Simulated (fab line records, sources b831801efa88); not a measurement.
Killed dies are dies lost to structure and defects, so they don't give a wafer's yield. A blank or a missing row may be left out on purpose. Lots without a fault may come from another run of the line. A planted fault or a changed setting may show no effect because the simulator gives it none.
Problem report in the 8D (eight disciplines) form, filled by code | flow sky130 | the parts of the form that need people (team, actions taken, sign-off) are left out

1. THE PROBLEM
CAPM_TIN_RS at SKY_CAPM_RS_MEAS_03 reads a mean of 5.61 ohm/sq on 6 wafers of 2 lots; wafers without a fault read 6.87 ohm/sq with a standard deviation of 0.07. That is -18 standard deviations from the usual mean.
The step: measures by four-point-probe.
First seen on wafer L419.2, day 38 05:42, on film_metro-04. The record holds 30 wafers of 10 lots with a number at this step. Rule for "out", or "out of limits": more than 4 standard deviations from the usual mean. The other wafers with a number count as sound.

2. WHAT IT IS AND WHAT IT IS NOT
question                    | is                     | is not
which readings at this step | CAPM_TIN_RS            | -
which lots                  | L419, L420             | L414, L416, L417, L429, L432, L433, L435, L436
which wafers of those lots  | all that have a number | -
read on which gauges        | film_metro-04          | film_metro-02, film_metro-03
when                        | from day 38 05:42      | up to then (9 sound wafers); but 15 sound wafers of L429, L432, L433, L435, L436 came after

3. SUSPECTS, AND WHAT RULES EACH OUT
Counting: a tool at a process step up to the reading stays a suspect if it ran every lot that is out and no sound lot after the first of them.
- the gauge at SKY_CAPM_RS_MEAS_03: ruled out. All the wafers that are out were read on film_metro-04, but those of them that SKY_CAPM_SPUTTER_02 has rows for are out there too, on other tools.
- pvd_sputter-01 at SKY_CAPM_SPUTTER_02 (material TiN, target thk 200 nm, time 166.7 s): ruled out as a lasting fault. Sound lots L429, L433, L435, L436 ran on it after its first lot that is out, L419 (day 38 05:34).
Left after counting: nothing in the record.

4. THE CAUSE (what the simulator had put in)
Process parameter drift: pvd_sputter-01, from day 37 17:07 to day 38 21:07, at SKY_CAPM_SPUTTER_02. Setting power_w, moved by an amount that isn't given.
Counting ruled it out, wrongly: the rule takes a fault to strike every lot that its tool runs from its start on, and this one did not.

5. THE CHAIN OF EFFECTS, in route order
Each row: a reading whose mean over the struck wafers that have a number lies more than 3 standard deviations from the usual. Only readings for which the record gives a usual standard deviation are gone through. hours: the time from each lot's start at the first step in this table that gives one to its start at this step, as a median over the lots. sigmas: the change in usual standard deviations.
hours | step                   | reading            | usual       | on struck wafers | change  | sigmas
0     | SKY_CAPM_SPUTTER_02    | cathode_dc_power_W | 6500.1 W    | 7880.9           | +1380.8 | +99 or more
0     | SKY_CAPM_RS_MEAS_03    | CAPM_TIN_RS        | 6.87 ohm/sq | 5.61             | -1.26   | -18
0     | SKY_CAPM_THK_MEAS_04   | CAPM_TIN_THK       | 201.4 nm    | 244.2            | +42.8   | +19
25    | SKY_CAPM_METAL_ETCH_13 | oes_product_au     | 0.944 a.u.  | 0.987            | +0.043  | +5.9
The process steps in it:
- SKY_CAPM_SPUTTER_02: material TiN, target thk 200 nm, time 166.7 s.
- SKY_CAPM_METAL_ETCH_13: etches TiN in Cl2/BCl3, stops on SiO2, target depth 220 nm, time 62.9 s.

6. WHAT WOULD HAVE CAUGHT IT SOONER
In this record the first reading out of limits at a measuring or inspecting step was taken at day 38 05:42, 13 hours after the fault began at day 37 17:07.
The tool's own readings at SKY_CAPM_SPUTTER_02 were out on every struck wafer that the step has a row for (cathode_dc_power_W): an alarm limit on them would have fired on the first of those.
